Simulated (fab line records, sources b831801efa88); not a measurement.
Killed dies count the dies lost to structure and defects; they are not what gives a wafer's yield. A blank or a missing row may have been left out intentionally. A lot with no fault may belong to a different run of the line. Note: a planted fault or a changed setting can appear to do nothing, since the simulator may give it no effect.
fab line records	flow gf180mcu
record lots=13	wafers=37	lastDay=34
route steps=602 shown V3@444 V4@479 MIM@504
lots with no fault: from the same line, run without faults
startH: hours from the record's opening day to when the first of the lot's shown wafers began	waitH: hours since the lot's step before	" the same as in the row above	L1.1+2: a single row standing in for several wafers	- no value present, or no start provided	* or withheld: withheld	< > ~ a bound
route shown NAME@n: a module of which the file shows steps, and the number in the route of the first	usual: mean/standard deviation taken from wafers without a fault	same: alike in all rows	chamber/n: place in a boat	sites: each site's reading	_std_site: the standard deviation of these	_edge_site: inner sites' mean taken away from outer sites' mean	radiusMm: for every site, how far away it sits from the centre of the wafer	mask NAME#n: copy n	behind: the tool/chamber that last shaped the wafer	hold: reason for holding the lot/hours on hold/outcome of the hold	device: transistor that didn't switch, given as n, p or np	end of line: the tests these same wafers got at the end of their route	a step given without rows: its recipe and nothing more	killed: the dies lost at the first sort to structure and to defects; this is not the yield of the wafer	map: a wafer's dies, marking killed ones x, the rest . and places with no die _
set.NAME: the setting the step ran with; set.NAME@STEP: the setting that earlier step ran with	model.NAME: the simulator's own value behind a step, which no gauge read
one table for each step of the route and one row for each wafer, over a sample of lots
services: from which hour (startH, from the record's first day; less than 0 if before it) a tool's chamber was out of use, for how many hours, and why
## steps
# step GF_V3_OVL_MEAS_15
# usual V3_OVL=-4/5.9
lot.wafer	tool	chamber	startH	waitH	V3_OVL[nm]
L902.3	overlay-01	-	512.44	0.1	5
L902.4	"	-	"	"	6
L902.6	"	-	"	"	3
L904.2	overlay-02	-	541.64	0.1	-9
L904.4	"	-	"	"	-10
L904.6	"	-	"	"	-11
L906.1	overlay-02	-	547.09	0.1	-7
L906.4	"	-	"	"	-6
L906.5	"	-	"	"	-10
L905.2	overlay-02	-	552.00	0.1	1
L905.4	"	-	"	"	-1
L905.6	"	-	"	"	0
L908.1	overlay-02	-	566.89	0.1	3
L908.4	"	-	"	"	5
L908.6	"	-	"	"	4
L909.2	overlay-02	-	576.89	0.1	-13
L909.4	"	-	"	"	-13
L909.6	"	-	"	"	-10
L911.2	overlay-01	-	587.09	0.1	-2
L911.5	"	-	"	"	-2
L911.6	"	-	"	"	0
L912.1	overlay-02	-	599.59	0.1	-4
L912.4	"	-	"	"	-9
L912.6	"	-	"	"	-9
L913.1	overlay-02	-	603.14	0.1	-4
L913.2	"	-	"	"	-1
L913.6	"	-	"	"	-4
L914.2	overlay-02	-	614.14	0.1	-4
L914.3	"	-	"	"	-10
L915.1	overlay-02	-	622.54	0.1	-7
L915.2	"	-	"	"	-2
L924.1	overlay-01	-	681.54	0.1	-12
L924.2	"	-	"	"	-7
L924.4	"	-	"	"	-6
L925.1	overlay-02	-	684.34	0.1	-10
L925.2	"	-	"	"	-13
L925.6	"	-	"	"	-7
# step GF_V4_THK_MEAS_03
# recipe reads=SiO2_of_V4_CVD_02
# usual V4_CVD_02_THK=848/9.3
lot.wafer	tool	chamber	startH	waitH	V4_CVD_02_THK[nm]
L902.3	filmMetro-03	-	537.14	0.1	842
L902.4	"	-	"	"	853
L902.6	"	-	"	"	855
L904.2	filmMetro-04	-	566.92	0.0	842
L904.4	"	-	"	"	848
L904.6	"	-	"	"	847
L906.1	filmMetro-02	-	571.27	0.1	846
L906.4	"	-	"	"	860
L906.5	"	-	"	"	870
L905.2	filmMetro-04	-	576.63	0.0	844
L905.4	"	-	"	"	853
L905.6	"	-	"	"	836
L908.1	filmMetro-02	-	590.92	0.0	828
L908.4	"	-	"	"	849
L908.6	"	-	"	"	842
L909.2	filmMetro-02	-	601.19	0.0	836
L909.4	"	-	"	"	853
L909.6	"	-	"	"	852
L911.2	filmMetro-03	-	610.39	0.0	846
L911.5	"	-	"	"	852
L911.6	"	-	"	"	858
L912.1	filmMetro-04	-	622.45	0.0	840
L912.4	"	-	"	"	861
L912.6	"	-	"	"	861
L913.1	filmMetro-04	-	626.07	0.1	840
L913.2	"	-	"	"	835
L913.6	"	-	"	"	841
L914.2	filmMetro-03	-	636.36	0.0	841
L914.3	"	-	"	"	848
L915.1	filmMetro-04	-	646.19	0.0	851
L915.2	"	-	"	"	842
L924.1	filmMetro-04	-	703.01	0.0	830
L924.2	"	-	"	"	840
L924.4	"	-	"	"	853
L925.1	filmMetro-04	-	705.76	0.1	845
L925.2	"	-	"	"	838
L925.6	"	-	"	"	863
# step GF_V4_EXPOSE_11
# recipe maskId=Via4	targetCdNm=260	na=0.68	sourceShape=conventional	sigmaOuter=0.6	doseMj=38
# usual reticleTempC=23.00/0.098
lot.wafer	tool	chamber	startH	waitH	mask	reticleTempC
L902.3	krfScanner-01	0	549.08	-	Via4#0	23.08
L902.4	"	0	"	"	Via4#0	23.10
L902.6	"	0	"	"	Via4#0	23.07
L904.2	krfScanner-02	0	578.23	-	Via4#0	23.04
L904.4	"	0	"	"	Via4#0	23.11
L904.6	"	0	"	"	Via4#0	23.01
L906.1	krfScanner-02	0	582.47	-	Via4#0	23.09
L906.4	"	0	"	"	Via4#0	22.99
L906.5	"	0	"	"	Via4#0	23.03
L905.2	krfScanner-01	0	587.86	-	Via4#0	23.06
L905.4	"	0	"	"	Via4#0	23.12
L905.6	"	0	"	"	Via4#0	23.07
L908.1	krfScanner-02	0	601.77	-	Via4#0	22.90
L908.4	"	0	"	"	Via4#0	22.89
L908.6	"	0	"	"	Via4#0	23.00
L909.2	krfScanner-01	0	611.92	-	Via4#0	23.03
L909.4	"	0	"	"	Via4#0	23.06
L909.6	"	0	"	"	Via4#0	23.03
L911.2	krfScanner-02	0	620.72	-	Via4#0	23.05
L911.5	"	0	"	"	Via4#0	23.14
L911.6	"	0	"	"	Via4#0	23.14
L912.1	krfScanner-02	0	633.47	-	Via4#0	22.96
L912.4	"	0	"	"	Via4#0	22.93
L912.6	"	0	"	"	Via4#0	22.95
L913.1	krfScanner-02	0	636.57	-	Via4#0	22.93
L913.2	"	0	"	"	Via4#0	22.83
L913.6	"	0	"	"	Via4#0	22.97
L914.2	krfScanner-02	0	646.70	-	Via4#0	23.06
L914.3	"	0	"	"	Via4#0	23.02
L915.1	krfScanner-02	0	656.43	-	Via4#0	23.00
L915.2	"	0	"	"	Via4#0	22.94
L924.1	krfScanner-01	0	712.74	-	Via4#0	22.92
L924.2	"	0	"	"	Via4#0	22.92
L924.4	"	0	"	"	Via4#0	23.05
L925.1	krfScanner-01	0	715.77	-	Via4#0	22.98
L925.2	"	0	"	"	Via4#0	22.89
L925.6	"	0	"	"	Via4#0	23.04
# step GF_V4_CD_MEAS_14
# recipe targetCdNm=260
# usual cdNm=260.1/1.2
lot.wafer	tool	chamber	startH	waitH	cdNm
L902.3	cdSem-01	-	559.73	0.1	259.9
L902.4	"	-	"	"	259.0
L902.6	"	-	"	"	260.0
L904.2	cdSem-01	-	588.69	0.1	260.2
L904.4	"	-	"	"	260.1
L904.6	"	-	"	"	260.6
L906.1	cdSem-01	-	592.99	0.2	261.1
L906.4	"	-	"	"	260.4
L906.5	"	-	"	"	259.5
L905.2	cdSem-02	-	597.79	0.1	259.8
L905.4	"	-	"	"	260.3
L905.6	"	-	"	"	260.0
L908.1	cdSem-02	-	611.69	0.1	261.9
L908.4	"	-	"	"	262.0
L908.6	"	-	"	"	261.5
L909.2	cdSem-02	-	621.79	0.1	260.7
L909.4	"	-	"	"	262.4
L909.6	"	-	"	"	260.5
L911.2	cdSem-02	-	630.95	0.1	260.0
L911.5	"	-	"	"	260.6
L911.6	"	-	"	"	261.1
L912.1	cdSem-02	-	642.92	0.1	261.1
L912.4	"	-	"	"	260.6
L912.6	"	-	"	"	261.2
L913.1	cdSem-02	-	645.72	0.1	261.8
L913.2	"	-	"	"	260.6
L913.6	"	-	"	"	262.4
L914.2	cdSem-01	-	656.24	0.1	265.2
L914.3	"	-	"	"	259.6
L915.1	cdSem-01	-	665.93	0.1	260.9
L915.2	"	-	"	"	265.5
L924.1	cdSem-01	-	721.88	0.1	260.4
L924.2	"	-	"	"	260.1
L924.4	"	-	"	"	259.5
L925.1	cdSem-01	-	724.57	0.1	259.1
L925.2	"	-	"	"	260.5
L925.6	"	-	"	"	259.9
# step GF_MIM_SPUTTER_01
# recipe material=TiN	targetThkNm=30	powerW=6500	timeS=25	chamberPressurePa=0.4
# usual throttleValvePct=30.1/0.81
lot.wafer	tool	chamber	startH	waitH	throttleValvePct
L902.3	pvdSputter-02	-	561.30	0.1	30.5
L902.4	"	-	"	"	29.7
L902.6	"	-	"	"	30.3
L904.2	pvdSputter-02	-	590.31	0.1	29.7
L904.4	"	-	"	"	28.9
L904.6	"	-	"	"	30.5
L906.1	pvdSputter-04	-	594.73	0.1	29.8
L906.4	"	-	"	"	28.3
L906.5	"	-	"	"	30.2
L905.2	pvdSputter-01	-	599.50	0.1	28.9
L905.4	"	-	"	"	30.0
L905.6	"	-	"	"	30.1
L908.1	pvdSputter-01	-	613.39	0.1	31.2
L908.4	"	-	"	"	31.0
L908.6	"	-	"	"	31.2
L909.2	pvdSputter-01	-	623.81	0.1	31.1
L909.4	"	-	"	"	29.3
L909.6	"	-	"	"	30.7
L911.2	pvdSputter-01	-	632.55	0.1	29.2
L911.5	"	-	"	"	31.1
L911.6	"	-	"	"	29.3
L912.1	pvdSputter-02	-	644.53	0.1	29.5
L912.4	"	-	"	"	30.2
L912.6	"	-	"	"	30.3
L913.1	pvdSputter-04	-	647.33	0.1	28.1
L913.2	"	-	"	"	30.4
L913.6	"	-	"	"	31.2
L914.2	pvdSputter-02	-	657.85	0.1	29.7
L914.3	"	-	"	"	30.6
L915.1	pvdSputter-01	-	667.55	0.1	31.2
L915.2	"	-	"	"	29.1
L924.1	pvdSputter-02	-	723.49	0.1	29.4
L924.2	"	-	"	"	30.3
L924.4	"	-	"	"	28.8
L925.1	pvdSputter-04	-	726.18	0.1	30.0
L925.2	"	-	"	"	28.4
L925.6	"	-	"	"	31.1
## services
tool	chamber	startH	hours	kind
krfScanner-01	-	525.45	0.2	repair
krfScanner-01	-	534.31	4.6	repair
krfScanner-01	-	538.94	1.0	pm
krfScanner-02	-	548.55	1.1	repair
krfScanner-01	-	550.22	2.1	repair
krfScanner-02	-	562.78	1.3	pm
krfScanner-01	-	583.58	0.8	pm
krfScanner-02	-	583.72	2.0	repair
krfScanner-02	-	595.36	2.7	repair
pvdSputter-02	-	622.19	3.5	repair
krfScanner-01	-	635.03	4.0	pm
krfScanner-02	-	636.74	0.3	repair
krfScanner-01	-	646.03	1.3	pm
pvdSputter-02	1	647.11	-	consumableReplace:kit
pvdSputter-02	1	647.11	18.0	scheduledDown
pvdSputter-02	1	647.11	18.0	ventCycle
krfScanner-02	-	647.33	1.0	pm
pvdSputter-01	2	655.66	-	consumableReplace:kit
krfScanner-01	-	660.18	6.3	repair
krfScanner-01	-	662.71	1.8	repair
krfScanner-02	-	672.43	4.0	pm
krfScanner-02	-	676.45	0.8	pm
krfScanner-01	-	704.55	1.0	pm
krfScanner-02	-	710.26	0.3	repair
## key
firstSign step=GF_V4_CD_MEAS_14	reading=cdNm	direction=up	sigmas=4.5	usual=260.1	struck=265.4
effect none on later readings
metAt GF_V4_EXPOSE_11
struckLots L914,L915
struckWafers L914.2,L915.2
notActingAt GF_V3_OVL_MEAS_15,GF_V4_THK_MEAS_03,GF_MIM_SPUTTER_01
onsetBetween 636.57 646.70
fault kind=processParameterDrift	tool=krfScanner-02	chamber=-	onsetH=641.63	steps=GF_V4_EXPOSE_11	channel=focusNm	offset=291	shape=step	endH=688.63	scope=struckWafersOnly
